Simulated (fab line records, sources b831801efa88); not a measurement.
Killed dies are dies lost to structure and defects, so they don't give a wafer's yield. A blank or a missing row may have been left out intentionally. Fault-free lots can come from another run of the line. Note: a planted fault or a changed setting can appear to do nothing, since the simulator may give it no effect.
fab line records	flow sky130
record: lots: 6	wafers: 18	lastDay: 50
route steps=708 shown VIA3@579 METAL4@598 CAP2M@603 PAD_OPEN@708
lots with no fault: from the same line, run without faults
startH: start of the lot's first displayed wafer, in hours after the record's first day	waitH: how many hours have passed since the lot's step before this one	" same as the row above	L1.1+2: a row that stands for several wafers	- no value, or no start given	* or withheld: withheld	< > ~ a bound
route shown NAME@n: a module of which the file shows steps, and the number in the route of the first	usual: the fault-free wafers' mean and standard deviation	same: alike in all rows	chamber/n: place in a boat	sites: per-site readings	_std_site: the standard deviation of these	_edge_site: the outer-site mean with the inner-site mean subtracted	radiusMm: for every site, how far away it sits from the centre of the wafer	mask NAME#n: copy n	behind: the tool/chamber that last shaped the wafer	hold: what put the lot on hold/how long, in hours/how the hold closed	device: transistor that didn't switch, given as n, p or np	end of line: the route-end tests of the same wafers	a step given without rows: its recipe and nothing more	killed: dies lost to structure and defects at the first sort, not the wafer's yield	map: a wafer's dies, x killed, . not, _ none there
set.NAME: the setting as run; set.NAME@STEP: as run at that earlier step	model.NAME: the simulator's own value behind a step, which no gauge read
a table for each step, a row for each wafer; lots at some steps of the route
services: the hour from which a tool's chamber was out of use, counted from the record's first day as startH (under 0 if before that day), plus the number of hours and why
== steps ==
step: SKY_VIA3_COAT_06
recipe: resist: BARC	tempC: withheld	timeS: withheld	spinRpm: 3000	resistThkNm: 60
step: SKY_VIA3_COAT_07
recipe: resist: KrF-thick	spinRpm: 3000	resistThkNm: 450
step: SKY_VIA3_SOFTBAKE_08
recipe: tempC: 100	timeS: 90	resist: KrF-thick
step: SKY_VIA3_EXPOSE_09
recipe: maskId: VIM3	na: 0.8	sourceShape: annular	sigmaInner: 0.55	sigmaOuter: 0.85	targetCdNm: 200	doseMj: 38
step: SKY_VIA3_PEB_10
recipe: pebTempC: withheld	pebTimeS: withheld	resist: KrF-thick
step: SKY_VIA3_DEVELOP_11
recipe: developTimeS: 60	resist: KrF-thick	devTempC: 21
step: SKY_VIA3_CD_MEAS_12
recipe: targetCdNm: 200
usual: cdNm: 199.7/1.3
lot.wafer	tool	chamber	startH	waitH	cdNm
L809.2	cdSem-01	-	959.76	-	200.2
L809.4	"	-	"	"	201.2
L809.5	"	-	"	"	200.7
L812.3	cdSem-02	-	988.96	-	198.9
L812.4	"	-	"	"	198.7
L812.5	"	-	"	"	198.7
L813.2	cdSem-01	-	993.99	-	198.3
L813.3	"	-	"	"	199.3
L813.5	"	-	"	"	197.2
L821.1	cdSem-01	-	1045.27	-	201.0
L821.3	"	-	"	"	199.5
L821.4	"	-	"	"	199.6
L823.1	cdSem-01	-	1046.77	-	199.4
L823.2	"	-	"	"	197.9
L823.5	"	-	"	"	199.5
L827.3	cdSem-01	-	1071.31	-	200.3
L827.5	"	-	"	"	202.2
L827.6	"	-	"	"	201.9
step: SKY_VIA3_OVL_MEAS_13
usual: VIA3_OVL: 2/6.2
lot.wafer	tool	chamber	startH	waitH	VIA3_OVL[nm]
L809.2	overlay-02	-	959.86	0.1	-4
L809.4	"	-	"	"	5
L809.5	"	-	"	"	-10
L812.3	overlay-02	-	989.05	0.1	8
L812.4	"	-	"	"	16
L812.5	"	-	"	"	16
L813.2	overlay-01	-	994.09	0.1	3
L813.3	"	-	"	"	6
L813.5	"	-	"	"	6
L821.1	overlay-01	-	1045.39	0.1	7
L821.3	"	-	"	"	1
L821.4	"	-	"	"	8
L823.1	overlay-01	-	1046.89	0.1	0
L823.2	"	-	"	"	-2
L823.5	"	-	"	"	10
L827.3	overlay-01	-	1071.40	0.1	4
L827.5	"	-	"	"	4
L827.6	"	-	"	"	-2
step: SKY_VIA3_ETCH_14
recipe: chemistry: N2/H2	target: BARC	ionEnergyEv: 200	sourceW: 500	biasW: 100	pressureMtorr: 30	n2FlowSccm: 100	h2FlowSccm: 200	stopOn: SiO2	timeS: 45.9	targetDepthA: 600
step: SKY_VIA3_ETCH_15
recipe: target: SiO2	chemistry: C4F8/O2/Ar	targetDepthNm: 507	stopOn: TiN	maskMaterial: KrF-thick	sourceW: 1500	biasW: 1200	pressureMtorr: 40	c4f8FlowSccm: withheld	O2_flow_sccm: 6	Ar_flow_sccm: 300	timeS: 78
usual: oesProductAu: 0.946/0.0049
lot.wafer	tool	chamber	startH	waitH	oesProductAu	rfHoursCounterH
L809.2	rieDiel-01	0	959.94	0.0	0.941	17
L809.4	"	3	"	"	0.947	28
L809.5	"	0	"	"	0.958	-
L812.3	rieDiel-01	3	989.12	0.0	0.946	29
L812.4	"	1	"	"	0.953	18
L812.5	"	1	"	"	0.941	-
L813.2	rieDiel-01	1	994.17	0.0	0.945	18
L813.3	"	3	"	"	0.950	29
L813.5	"	1	"	"	0.946	-
L821.1	rieDiel-02	3	1045.47	0.0	0.948	14
L821.3	"	1	"	"	0.945	22
L821.4	"	0	"	"	0.951	0
L823.1	rieDiel-01	2	1046.97	0.0	0.953	24
L823.2	"	1	"	"	0.939	20
L823.5	"	0	"	"	0.949	-
L827.3	rieDiel-01	1	1071.47	0.0	0.948	21
L827.5	"	0	"	"	0.949	-
L827.6	"	3	"	"	0.943	-
step: SKY_VIA3_STRIP_16
recipe: chemistry: O2/N2	powerW: 1400	pressureMtorr: 1500	platenTempC: withheld	o2FlowSccm: 3000	n2FlowSccm: 300	overashFraction: 0.5
step: SKY_VIA3_STRIP_17
recipe: chemistry: postEtchResidueRemover	timeS: 1200	tempC: 72.5
step: SKY_VIA3_CLEAN_18
recipe: chemistry: IPA	timeS: 180	tempC: 25
lot.wafer	tool	chamber	startH	waitH
L809.2+4+5	wetBench-01	1	960.44	0.0
L812.3+4+5	wetBench-02	3	989.68	0.1
L813.2+3+5	wetBench-01	2	994.67	0.0
L821.1+3+4	wetBench-02	1	1046.10	0.1
L823.1+2+5	wetBench-01	1	1047.47	0.0
L827.3+5+6	wetBench-01	2	1072.17	0.1
step: SKY_VIA3_CLEAN_19
recipe: chemistry: O3/DIW	dry: n2Spin
step: SKY_VIA3_SPUTTER_20
recipe: material: TiN	targetThkNm: 20	chamberPressurePa: 5	powerW: 4000	timeS: 80
usual: throttleValvePct: 29.5/0.98
lot.wafer	tool	chamber	startH	waitH	throttleValvePct
L809.2	pvdSputter-02	-	960.59	0.0	29.7
L809.4	"	-	"	"	31.0
L809.5	"	-	"	"	30.3
L812.3	pvdSputter-02	-	989.85	0.0	30.0
L812.4	"	-	"	"	29.9
L812.5	"	-	"	"	31.0
L813.2	pvdSputter-03	-	994.83	0.0	28.2
L813.3	"	-	"	"	28.9
L813.5	"	-	"	"	28.2
L821.1	pvdSputter-02	-	1046.26	0.0	29.9
L821.3	"	-	"	"	30.9
L821.4	"	-	"	"	29.9
L823.1	pvdSputter-02	-	1047.62	0.0	30.8
L823.2	"	-	"	"	30.1
L823.5	"	-	"	"	30.1
L827.3	pvdSputter-01	-	1072.38	0.0	28.2
L827.5	"	-	"	"	27.4
L827.6	"	-	"	"	30.2
step: SKY_VIA3_CVD_21
recipe: material: W	targetThkNm: 390	timeS: 117.31	tempC: 400	pressureTorr: 40
step: SKY_VIA3_RS_MEAS_22
recipe: thkMeasGauge: four-point-probe	reads: W_of_VIA3_CVD_21+TiN_of_VIA3_SPUTTER_20
usual: VIA3_W_RS: 0.295/0.0039
lot.wafer	tool	chamber	startH	waitH	VIA3_W_RS[ohm/sq]
L809.2	filmMetro-03	-	960.79	0.1	0.301
L809.4	"	-	"	"	0.295
L809.5	"	-	"	"	0.300
L812.3	filmMetro-04	-	990.19	0.2	0.296
L812.4	"	-	"	"	0.297
L812.5	"	-	"	"	0.294
L813.2	filmMetro-04	-	995.16	0.2	0.296
L813.3	"	-	"	"	0.302
L813.5	"	-	"	"	0.298
L821.1	filmMetro-03	-	1046.45	0.1	0.295
L821.3	"	-	"	"	0.293
L821.4	"	-	"	"	0.293
L823.1	filmMetro-03	-	1047.80	0.1	0.300
L823.2	"	-	"	"	0.298
L823.5	"	-	"	"	0.297
L827.3	filmMetro-04	-	1072.60	0.1	0.300
L827.5	"	-	"	"	0.298
L827.6	"	-	"	"	0.301
step: SKY_VIA3_THK_MEAS_23
recipe: thkMeasGauge: xrf	reads: W_of_VIA3_CVD_21
usual: VIA3_W_THK: 396/6.9
lot.wafer	tool	chamber	startH	waitH	VIA3_W_THK[nm]
L809.2	filmMetro-03	-	960.90	0.1	393
L809.4	"	-	"	"	401
L809.5	"	-	"	"	394
L812.3	filmMetro-04	-	990.29	0.1	392
L812.4	"	-	"	"	392
L812.5	"	-	"	"	392
L813.2	filmMetro-04	-	995.27	0.1	392
L813.3	"	-	"	"	383
L813.5	"	-	"	"	387
L821.1	filmMetro-03	-	1046.57	0.1	406
L821.3	"	-	"	"	411
L821.4	"	-	"	"	410
L823.1	filmMetro-03	-	1047.92	0.1	402
L823.2	"	-	"	"	402
L823.5	"	-	"	"	405
L827.3	filmMetro-04	-	1072.70	0.1	387
L827.5	"	-	"	"	393
L827.6	"	-	"	"	387
step: SKY_VIA3_CMP_24
recipe: stopOn: SiO2	tOverpolishS: 20	downForcePsi: 3.5	platenRpm: 60	targetThkNm: 0	padVelocityMS: 0.94248
step: SKY_METAL4_SPUTTER_00
recipe: material: Ti	targetThkNm: 15	powerW: 3000	timeS: 10	chamberPressurePa: 0.4
step: SKY_METAL4_SPUTTER_01
recipe: material: TiN	targetThkNm: 20	powerW: 6500	timeS: 16.7	chamberPressurePa: 0.4
step: SKY_METAL4_SPUTTER_02
recipe: material: AlCu	targetThkNm: 735	powerW: 10600	timeS: 39.1	chamberPressurePa: 0.4
step: SKY_METAL4_SPUTTER_03
recipe: material: Ti	targetThkNm: 5	powerW: 3000	timeS: 3.3	chamberPressurePa: 0.4
usual: throttleValvePct: 30.1/1.5
lot.wafer	tool	chamber	startH	waitH	throttleValvePct
L809.2	pvdSputter-04	-	961.34	0.0	31.5
L809.4	"	-	"	"	32.5
L809.5	"	-	"	"	29.6
L812.3	pvdSputter-04	-	990.72	0.0	31.8
L812.4	"	-	"	"	30.6
L812.5	"	-	"	"	29.6
L813.2	pvdSputter-03	-	995.70	0.0	28.7
L813.3	"	-	"	"	28.9
L813.5	"	-	"	"	29.1
L821.1	pvdSputter-01	-	1047.01	0.0	28.4
L821.3	"	-	"	"	30.1
L821.4	"	-	"	"	27.8
L823.1	pvdSputter-03	-	1048.37	0.0	28.9
L823.2	"	-	"	"	30.6
L823.5	"	-	"	"	30.4
L827.3	pvdSputter-04	-	1073.27	0.0	29.7
L827.5	"	-	"	"	32.5
L827.6	"	-	"	"	31.5
step: SKY_METAL4_SPUTTER_04
recipe: material: TiN	targetThkNm: 70	powerW: 6500	timeS: 58.3	chamberPressurePa: 0.4
usual: throttleValvePct: 30.1/1.5
lot.wafer	tool	chamber	startH	waitH	throttleValvePct
L809.2	pvdSputter-04	-	961.36	0.0	31.6
L809.4	"	-	"	"	32.3
L809.5	"	-	"	"	29.4
L812.3	pvdSputter-04	-	990.74	0.0	31.6
L812.4	"	-	"	"	30.6
L812.5	"	-	"	"	29.5
L813.2	pvdSputter-03	-	995.72	0.0	28.6
L813.3	"	-	"	"	28.7
L813.5	"	-	"	"	29.0
L821.1	pvdSputter-01	-	1047.03	0.0	28.6
L821.3	"	-	"	"	30.2
L821.4	"	-	"	"	27.9
L823.1	pvdSputter-03	-	1048.39	0.0	29.0
L823.2	"	-	"	"	30.7
L823.5	"	-	"	"	30.5
L827.3	pvdSputter-04	-	1073.29	0.0	29.4
L827.5	"	-	"	"	32.9
L827.6	"	-	"	"	31.6
step: SKY_CAP2M_CVD_00
recipe: material: SiO2	targetThkNm: 15.5	tempC: 400	timeS: withheld	rfW: 450
step: SKY_CAP2M_THK_MEAS_01
recipe: reads: SiO2_of_CAP2M_CVD_00
usual: CAP2M_CVD_00_THK: 15.51/0.26
lot.wafer	tool	chamber	startH	waitH	CAP2M_CVD_00_THK[nm]
L809.2	filmMetro-04	-	961.44	-	15.39
L809.4	"	-	"	"	15.71
L809.5	"	-	"	"	15.44
L812.3	filmMetro-04	-	990.83	-	15.45
L812.4	"	-	"	"	15.67
L812.5	"	-	"	"	15.65
L813.2	filmMetro-04	-	995.80	-	15.61
L813.3	"	-	"	"	15.63
L813.5	"	-	"	"	15.82
L821.1	filmMetro-01	-	1047.10	-	15.50
L821.3	"	-	"	"	15.58
L821.4	"	-	"	"	15.74
L823.1	filmMetro-01	-	1048.46	-	15.29
L823.2	"	-	"	"	15.20
L823.5	"	-	"	"	15.46
L827.3	filmMetro-01	-	1073.38	-	15.75
L827.5	"	-	"	"	15.53
L827.6	"	-	"	"	15.93
step: SKY_CAP2M_SPUTTER_02
recipe: material: TiN	targetThkNm: 200	tempC: 300	powerW: 6500	timeS: 166.7	chamberPressurePa: 0.4
step: SKY_CAP2M_RS_MEAS_03
recipe: thkMeasGauge: four-point-probe	reads: TiN_of_CAP2M_SPUTTER_02
usual: CAP2M_TIN_RS: 6.88/0.073
lot.wafer	tool	chamber	startH	waitH	CAP2M_TIN_RS[ohm/sq]
L809.2	filmMetro-01	-	961.62	0.1	6.89
L809.4	"	-	"	"	6.91
L809.5	"	-	"	"	6.94
L812.3	filmMetro-02	-	991.02	0.1	6.91
L812.4	"	-	"	"	6.97
L812.5	"	-	"	"	6.95
L813.2	filmMetro-01	-	995.98	0.1	6.90
L813.3	"	-	"	"	7.00
L813.5	"	-	"	"	6.92
L821.1	filmMetro-04	-	1047.27	0.1	6.71
L821.3	"	-	"	"	6.89
L821.4	"	-	"	"	6.79
L823.1	filmMetro-02	-	1048.63	0.1	6.82
L823.2	"	-	"	"	6.86
L823.5	"	-	"	"	6.84
L827.3	filmMetro-02	-	1073.57	0.1	6.93
L827.5	"	-	"	"	6.93
L827.6	"	-	"	"	6.89
step: SKY_CAP2M_THK_MEAS_04
recipe: thkMeasGauge: xrf	reads: TiN_of_CAP2M_SPUTTER_02
usual: CAP2M_TIN_THK: 199.0/2.6
lot.wafer	tool	chamber	startH	waitH	CAP2M_TIN_THK[nm]
L809.2	filmMetro-01	-	961.73	0.1	197.5
L809.4	"	-	"	"	197.9
L809.5	"	-	"	"	196.5
L812.3	filmMetro-02	-	991.12	0.1	201.4
L812.4	"	-	"	"	198.2
L812.5	"	-	"	"	198.6
L813.2	filmMetro-01	-	996.09	0.1	198.2
L813.3	"	-	"	"	195.8
L813.5	"	-	"	"	197.8
L821.1	filmMetro-04	-	1047.39	0.1	205.5
L821.3	"	-	"	"	199.8
L821.4	"	-	"	"	202.6
L823.1	filmMetro-02	-	1048.75	0.1	202.7
L823.2	"	-	"	"	201.6
L823.5	"	-	"	"	203.0
L827.3	filmMetro-02	-	1073.67	0.1	199.2
L827.5	"	-	"	"	198.4
L827.6	"	-	"	"	200.5
step: SKY_CAP2M_DEHYDRATE_05
recipe: tempC: 200	timeS: 60
step: SKY_CAP2M_HMDS_06
recipe: primeTimeS: 60	primeTempC: 120
step: SKY_CAP2M_COAT_07
recipe: resist: NOVOLAK	spinRpm: 3000	resistThkNm: 1140
step: SKY_CAP2M_SOFTBAKE_08
recipe: tempC: 90	timeS: 60	resist: NOVOLAK
step: SKY_CAP2M_EXPOSE_09
recipe: maskId: CAP2M	na: 0.6	sourceShape: conventional	sigmaOuter: 0.6	polarization: unpolarized	targetCdNm: 1000	doseMj: 159
step: SKY_CAP2M_PEB_10
recipe: tempC: withheld	timeS: *	resist: NOVOLAK
step: SKY_CAP2M_DEVELOP_11
recipe: resist: NOVOLAK	developer: TMAH	developTimeS: 60	devTempC: 23
step: SKY_CAP2M_OVL_MEAS_12
usual: CAP2M_OVL: 0.3/1.3
lot.wafer	tool	chamber	startH	waitH	CAP2M_OVL[nm]
L809.2	overlay-02	-	985.69	0.1	1.8
L809.4	"	-	"	"	1.7
L809.5	"	-	"	"	1.2
L812.3	overlay-01	-	1015.20	0.1	-0.4
L812.4	"	-	"	"	0.9
L812.5	"	-	"	"	1.9
L813.2	overlay-01	-	1019.67	0.1	-0.2
L813.3	"	-	"	"	-1.7
L813.5	"	-	"	"	-1.4
L821.1	overlay-02	-	1069.97	0.1	0.4
L821.3	"	-	"	"	-1.5
L821.4	"	-	"	"	-2.3
L823.1	overlay-02	-	1070.99	0.1	-0.8
L823.2	"	-	"	"	-2.0
L823.5	"	-	"	"	0.3
L827.3	overlay-02	-	1095.35	0.1	1.0
L827.5	"	-	"	"	1.8
L827.6	"	-	"	"	0.8
step: SKY_CAP2M_METAL_ETCH_13
recipe: targetDepthNm: 220	stopOn: SiO2	chemistry: Cl2/BCl3	target: TiN	pressureMtorr: 10	icpW: 900	biasW: 48.5	Cl2_flow_sccm: 60	bcl3FlowSccm: 30	timeS: 62.9
usual: drypumpMotorCurrentA: 5.8/0.52	heBacksideLeakSccm: 3.36/0.24	oesProductAu: 0.944/0.0072	throttleValvePct: 21.901/0.011
lot.wafer	tool	chamber	startH	waitH	drypumpMotorCurrentA	heBacksideLeakSccm	oesProductAu	rfHoursCounterH	throttleValvePct
L809.2	rieMetal-03	0	985.75	0.0	6.1	3.32	0.947	-	21.885
L809.4	"	0	"	"	6.1	3.33	0.946	-	21.908
L809.5	"	0	"	"	6.2	3.37	0.937	-	21.905
L812.3	rieMetal-02	0	1015.25	0.0	5.9	3.53	0.932	-	21.909
L812.4	"	1	"	"	6.3	3.56	0.929	-	21.912
L812.5	"	0	"	"	5.9	3.67	0.936	-	21.913
L813.2	rieMetal-02	1	1019.70	0.0	6.2	3.67	0.941	19	21.890
L813.3	"	1	"	"	6.3	3.69	0.941	-	21.908
L813.5	"	1	"	"	6.3	3.51	0.941	-	21.901
L821.1	rieMetal-02	0	1070.00	0.0	5.9	3.46	0.954	20	21.882
L821.3	"	0	"	"	5.9	3.54	0.940	-	21.907
L821.4	"	1	"	"	6.3	3.67	0.955	-	21.882
L823.1	rieMetal-01	1	1071.03	0.0	4.9	3.10	0.943	20	21.910
L823.2	"	1	"	"	4.8	3.12	0.945	-	21.910
L823.5	"	1	"	"	4.9	3.16	0.939	-	21.901
L827.3	rieMetal-03	1	1095.40	0.0	5.8	3.20	0.937	-	21.913
L827.5	"	1	"	"	5.8	3.19	0.935	-	21.891
L827.6	"	0	"	"	6.1	3.42	0.937	-	21.910
step: SKY_CAP2M_STRIP_14
recipe: chemistry: O2/N2	powerW: 1400	pressureMtorr: 1500	platenTempC: withheld	o2FlowSccm: 3000	n2FlowSccm: 300	overashFraction: 0.5
step: SKY_CAP2M_STRIP_15
recipe: chemistry: postEtchResidueRemover	timeS: 1200	tempC: 72.5
step: SKY_CAP2M_CLEAN_16
recipe: chemistry: IPA	timeS: 180	tempC: 25
step: SKY_CAP2M_CLEAN_17
recipe: chemistry: O3/DIW	dry: n2Spin
step: SKY_PAD_OPEN_PROBE_99
usual: defectLimitedYield: 82.6/2	killed_at_M0_to_M3: 42/6.7	killed_at_M4_up: 3.0/1.9	killedAtContacts: 24/5.3	killedAtFrontEnd: 16/4.3	killedAtOther: 0.4/0.71	killedDies: 85/9.6	killedOpen: 46/6.5	killedShort: 39/6.7	sort_bin_3_pad_short: 0.9/0.46	sort_bin_5_function: 10.3/1.3	sort_bin_6_memory: 6.2/1.1	sortNPass: 407/9.6	sortYieldPct: 82.6/2
same: grossDies: 492	killedAtBackSide: 0	sort_bin_4_leakage[%]: 0	sort_bin_8_speed[%]: 0
lot.wafer	tool	chamber	startH	waitH	defectLimitedYield[%]	killed_at_M0_to_M3	killed_at_M4_up	killedAtContacts	killedAtFrontEnd	killedAtOther	killedDies	killedOpen	killedShort	sort_bin_3_pad_short[%]	sort_bin_5_function[%]	sort_bin_6_memory[%]	sortNPass	sortYieldPct[%]	model.etest.tester.sortNPass	model.etest.tester.sortYieldPct	model.etest.tester.sort_bin_5_pct	model.etest.tester.sort_bin_3_pct
L809.2	prober-01	-	1106.09	0.1	84.1	39	2	24	12	1	78	45	33	1.2	10.0	4.7	414	84.1	414	84.15	9.959	1.22
L809.4	prober-01	-	1106.19	0.2	83.1	34	9	22	18	0	83	52	31	0.4	11.6	4.9	409	83.1	409	83.13	11.59	0.4065
L809.5	prober-01	-	1106.24	0.2	81.1	44	3	28	17	1	93	44	49	1.6	9.3	7.9	399	81.1	399	81.1	9.35	1.626
L813.2	prober-01	-	1135.06	0.1	83.7	43	1	18	18	0	80	36	44	0.8	8.5	6.9	412	83.7	412	83.74	8.537	0.813
L813.3	prober-01	-	1135.11	0.2	83.5	36	4	20	21	0	81	43	38	0.6	10.2	5.7	411	83.5	411	83.54	10.16	0.6098
L813.5	prober-01	-	1135.21	0.2	83.3	37	3	21	21	0	82	42	39	0.2	10.4	6.1	410	83.3	410	83.33	10.37	0.2033
L821.1	prober-02	-	1178.54	0.1	85.2	30	2	27	13	1	73	37	36	0.4	8.1	6.3	419	85.2	419	85.16	8.13	0.4065
L821.3	prober-02	-	1178.64	0.2	83.5	35	3	27	15	1	81	46	35	0.8	9.3	6.3	411	83.5	411	83.54	9.35	0.813
L821.4	prober-02	-	1178.69	0.2	83.7	42	5	16	17	0	80	38	42	0.8	10.0	5.5	412	83.7	412	83.74	9.959	0.813
L823.1	prober-01	-	1178.54	0.1	79.1	59	0	34	10	0	103	41	32	3.0	10.6	7.3	389	79.1	389	79.06	10.57	3.049
L823.2	prober-01	-	1178.59	0.1	79.1	61	1	23	18	0	103	47	30	2.8	13.0	5.1	389	79.1	389	79.06	13.01	2.846
L823.5	prober-01	-	1178.74	0.2	76.6	70	3	29	13	0	115	51	30	2.6	12.8	7.9	377	76.6	377	76.63	12.8	2.642
L827.3	prober-01	-	1196.51	0.2	74.8	79	2	30	13	0	124	49	33	3.9	14.8	6.5	368	74.8	368	74.8	14.84	3.862
L827.5	prober-01	-	1196.61	0.2	75.2	86	2	18	16	0	122	43	30	2.2	16.7	5.9	370	75.2	370	75.2	16.67	2.236
L827.6	prober-01	-	1196.66	0.2	73.6	101	2	15	12	0	130	51	30	3.0	17.9	5.5	362	73.6	362	73.58	17.89	3.049
killed by level:class
L809.2 VIA1:geometricParticle:open=13 LI_CONTACT:geometricParticle:open=6 CONTACT:geometricParticle:open=5 METAL3:geometricParticle:short=5 VIA3:geometricParticle:open=5 POLY_GATE:geometricParticle:short=4 LI_CONTACT:geometricParticle:short=4 CONTACT:geometricParticle:short=4
L809.4 FIELD_ISO:geometricParticle:open=8 METAL4:geometricParticle:short=8 LI_CONTACT:geometricParticle:open=8 VIA3:geometricParticle:open=8 VIA1:geometricParticle:open=8 POLY_GATE:geometricParticle:open=6 CONTACT:geometricParticle:open=6 METAL1:geometricParticle:short=5
L809.5 VIA2:geometricParticle:open=7 LOCAL_INTERCONNECT:geometricParticle:short=7 CONTACT:geometricParticle:open=7 VIA1:geometricParticle:open=7 METAL1:geometricParticle:short=6 LI_CONTACT:geometricParticle:open=5 VIA3:geometricParticle:open=5 VIA3:geometricParticle:short=5
L813.2 METAL1:geometricParticle:short=8 LOCAL_INTERCONNECT:geometricParticle:short=7 VIA1:geometricParticle:open=7 VIA2:geometricParticle:short=7 VIA2:geometricParticle:open=6 POLY_GATE:geometricParticle:open=6 POLY_GATE:geometricParticle:short=4 CONTACT:geometricParticle:short=4
L813.3 VIA1:geometricParticle:open=7 VIA2:geometricParticle:open=7 POLY_GATE:geometricParticle:short=6 POLY_GATE:geometricParticle:open=6 METAL1:geometricParticle:short=6 LI_CONTACT:geometricParticle:open=5 CONTACT:geometricParticle:open=5 CONTACT:geometricParticle:short=5
L813.5 CONTACT:geometricParticle:open=8 VIA1:geometricParticle:open=8 METAL1:geometricParticle:short=7 VIA3:geometricParticle:open=7 POLY_GATE:geometricParticle:open=6 POLY_GATE:geometricParticle:short=6 LI_CONTACT:geometricParticle:open=5 VIA2:geometricParticle:short=5
L821.1 CONTACT:geometricParticle:open=8 LI_CONTACT:geometricParticle:short=7 VIA1:geometricParticle:open=7 LI_CONTACT:geometricParticle:open=6 VIA1:geometricParticle:short=5 CONTACT:geometricParticle:short=4 VIA2:geometricParticle:open=4 FIELD_ISO:geometricParticle:short=3
L823.1 VIA3:unspecified=30 CONTACT:geometricParticle:open=10 VIA3:geometricParticle:open=10 CONTACT:geometricParticle:short=8 FIELD_ISO:geometricParticle:open=6 LI_CONTACT:geometricParticle:short=5 LI_CONTACT:geometricParticle:open=5 LOCAL_INTERCONNECT:geometricParticle:short=5
L823.2 VIA3:unspecified=26 VIA1:geometricParticle:open=12 CONTACT:geometricParticle:open=11 POLY_GATE:geometricParticle:short=9 LI_CONTACT:geometricParticle:open=5 VIA2:geometricParticle:open=5 FIELD_ISO:geometricParticle:short=3 LOCAL_INTERCONNECT:geometricParticle:short=3
L821.3 LI_CONTACT:geometricParticle:open=9 VIA1:geometricParticle:open=8 VIA3:geometricParticle:open=7 CONTACT:geometricParticle:open=6 FIELD_ISO:geometricParticle:open=5 LOCAL_INTERCONNECT:geometricParticle:short=5 CONTACT:geometricParticle:short=5 METAL1:geometricParticle:short=4
L821.4 CONTACT:geometricParticle:short=8 VIA2:geometricParticle:open=7 VIA3:geometricParticle:open=7 FIELD_ISO:geometricParticle:short=6 METAL1:geometricParticle:short=6 VIA1:geometricParticle:open=5 POLY_GATE:geometricParticle:short=3 LOCAL_INTERCONNECT:geometricParticle:short=3
L823.5 VIA3:unspecified=34 LI_CONTACT:geometricParticle:open=13 VIA2:geometricParticle:open=10 CONTACT:geometricParticle:open=8 VIA1:geometricParticle:open=6 VIA3:geometricParticle:open=6 LOCAL_INTERCONNECT:geometricParticle:short=5 FIELD_ISO:geometricParticle:short=4
L827.3 VIA3:unspecified=42 CONTACT:geometricParticle:open=15 VIA3:geometricParticle:open=10 FIELD_ISO:geometricParticle:open=7 METAL1:geometricParticle:short=7 VIA1:geometricParticle:open=6 LI_CONTACT:geometricParticle:short=5 FIELD_ISO:geometricParticle:short=4
L827.5 VIA3:unspecified=49 VIA1:geometricParticle:open=15 LI_CONTACT:geometricParticle:open=6 CONTACT:geometricParticle:short=5 CONTACT:geometricParticle:open=5 FIELD_ISO:geometricParticle:short=4 FIELD_ISO:geometricParticle:open=4 POLY_GATE:geometricParticle:short=4
L827.6 VIA3:unspecified=49 VIA1:geometricParticle:open=16 VIA2:geometricParticle:open=7 CONTACT:geometricParticle:open=6 METAL1:geometricParticle:short=6 VIA3:geometricParticle:open=6 VIA3:geometricParticle:short=5 LI_CONTACT:geometricParticle:open=4
map L823.5 (x killed, . not)
__________.........x_________
________x...x..x......_______
______x..x......x......._____
_____xxxx........x...x..x____
____xxxxxx.xx....x........___
___xxxxxx..x...x..........x__
__xxxxxxxx.xxx..x....x......_
_xxxxx.x.x.....x..x...x.....x
_xxxx.x.......xxx....x...x...
_..x...x.........x.........xx
_....x.......xx........x...x.
_x..x..x.....x.x.............
_x....x..x.........x...x...x.
_.........x...x..............
_.xx.....x...............x.x.
__x........................._
___........x.....x..x..x...__
____.x........x.....xx....___
_____........x...x.x.....____
______.x.xxxxx..x......._____
________x.......x....._______
__________.........._________
map L827.6 (x killed, . not)
__________...x.....x_________
________.............._______
______.xx..xx.........x._____
_____....x...x.........xx____
____..x.x.x...x.x.........___
___x......x...........x....__
__x............x.........x.._
_.x......xxxx.x..x.....x..xx.
_.............xxx.x....xxxxxx
_x...x.xx....xxx...x..xxxxxxx
_.........x.......x...xxxxxxx
_x...............x...xxxxxxxx
_.................x.xxxxxxxxx
_.......x...x..x.....xxxxxxxx
_............x..xx....xxx.x.x
__x..x...x...x...x.....xx..x_
___.....x....x..x.xx.......__
____..................x...___
_____x.x.......xx.x.....x____
______.........x......x._____
________....x.x.....x._______
__________.........._________
== services ==
tool	chamber	startH	hours	kind
rieMetal-01	0	956.21	134.6	repair
pvdSputter-03	0	958.13	-	consumableReplace:kit
pvdSputter-03	0	958.13	18.0	scheduledDown
pvdSputter-03	0	958.13	18.0	ventCycle
rieMetal-03	1	964.36	25.9	repair
pvdSputter-01	-	964.91	0.7	repair
pvdSputter-01	3	973.23	-	consumableReplace:kit
pvdSputter-01	3	973.23	18.0	scheduledDown
pvdSputter-01	3	973.23	18.0	ventCycle
rieDiel-01	2	977.09	2.0	repair
wetBench-01	-	984.55	1.9	pm
pvdSputter-01	-	994.16	3.2	repair
pvdSputter-04	1	1016.14	-	consumableReplace:kit
pvdSputter-04	1	1016.14	18.0	scheduledDown
pvdSputter-04	1	1016.14	18.0	ventCycle
rieMetal-02	-	1028.82	2.8	pm
pvdSputter-02	1	1033.76	-	consumableReplace:kit
pvdSputter-02	1	1033.76	18.0	scheduledDown
pvdSputter-02	1	1033.76	18.0	ventCycle
rieMetal-01	-	1072.59	0.6	repair
pvdSputter-01	2	1076.53	-	consumableReplace:kit
pvdSputter-01	-	1082.95	1.1	repair
rieDiel-01	-	1089.83	0.3	repair
rieDiel-01	2	1094.04	21.1	repair
== key ==
firstSign: step: SKY_PAD_OPEN_PROBE_99	reading: killed_at_M0_to_M3	direction: up	sigmas: 5.1	usual: 42	struck: 76
effect: step: SKY_PAD_OPEN_PROBE_99	reading: sort_bin_3_pad_short	direction: up	sigmas: 4.5	usual: 0.9	struck: 2.9
modelEffect: step: SKY_PAD_OPEN_PROBE_99	value: etest.tester.sortNPass	without: 407.8	struck: 375.8
metAt SKY_VIA3_CLEAN_18
struckWafers L823.1,L823.2,L823.5,L827.3,L827.5,L827.6
onsetBetween 994.67 1047.47
alsoFits time
fault: kind: chamberParticleSource	tool: wetBench-01	chamber: -	onsetH: 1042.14	steps: SKY_VIA3_CLEAN_18	ratePerVisitCm2: 0.75839	endH: 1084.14
